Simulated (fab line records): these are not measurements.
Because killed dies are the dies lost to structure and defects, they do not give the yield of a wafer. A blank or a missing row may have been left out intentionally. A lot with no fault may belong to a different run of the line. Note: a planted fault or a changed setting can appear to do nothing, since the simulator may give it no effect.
8D (eight disciplines) problem report, filled in by code -- flow sky130 -- the parts of the form that need people (team, actions taken, sign-off) are left out

## 1. THE PROBLEM
Mean of strip-time-to-endpoint-s at SKY_SD_P_STRIP_10: 17.91 s across 6 wafers in 2 lots; on wafers with no fault it is 17.50 s (standard deviation 0.042). Measured from the usual mean, that is +9.8 standard deviations.
The step: strips in O2/N2.
Seen first at day 27 11:53 on plasma-asher-02, wafer L569.1. The record has a number at this step for 39 wafers belonging to 13 lots. By rule, "out" or "out of limits" means more than 4 standard deviations away from the usual mean. The rest of the wafers with a number are treated as sound.

## 2. WHAT IT IS; WHAT IT IS NOT
question,is,is not
which readings at this step,strip-time-to-endpoint-s,"drypump-motor-current-A, oes-product-au"
which lots,"L569, L570","L564, L565, L567, L568, L579, L581, L583, L584, L585, L586, L587"
which wafers of those lots,all that have a number,-
read on which tools,"plasma-asher-01, plasma-asher-02",plasma-asher-04
when,from day 27 11:53,"up to then (12 sound wafers); but 21 sound wafers of L579, L581, L583, L584, L585, L586, L587 came after"

## 3. SUSPECTS, AND WHAT RULES EACH OUT
Counting: a tool stays on the suspect list if, at a process step up to the reading, it processed all lots that are out and no sound lot following the first of them.
- litho-track-02 at SKY_SD_P_COAT_02 (resist thk 1140 nm): ruled out as a lasting fault. The sound lots L585, L587 went through it after L569, its earliest lot that is out (day 26 20:55).
Left after counting: nothing in the record.

## 4. THE CAUSE (what the simulator had put in)
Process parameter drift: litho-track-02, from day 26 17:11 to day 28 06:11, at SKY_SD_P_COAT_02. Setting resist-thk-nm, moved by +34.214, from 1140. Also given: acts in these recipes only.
It was ruled out by counting, in error; the rule expects a fault to strike all lots run on its tool from its start on, and this fault did not.

## 5. THE CHAIN OF EFFECTS, in route order
Each row: a reading where the mean over the struck wafers with a number is more than 3 standard deviations away from the usual. Scope: only readings with a usual standard deviation given in the record; hours: median across lots of the time from each lot's start at the first step in this table that gives one to its start at this step; sigmas: change in usual standard deviations.
hours,step,reading,usual,on struck wafers,change,sigmas
0,SKY_SD_P_STRIP_10,strip-time-to-endpoint-s,17.50 s,17.91,+0.41,+9.8
The process steps in it:
- SKY_SD_P_STRIP_10: strips in O2/N2.
At these later measuring or inspecting steps, every struck wafer for which the step has a row has a number for every such reading, and none has moved that far: SKY_SD_N_RS_MEAS_17.

## 6. WHAT WOULD HAVE CAUGHT IT SOONER
First out-of-limits reading in this record: day 27 11:53, which is 19 hours after fault onset at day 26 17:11.
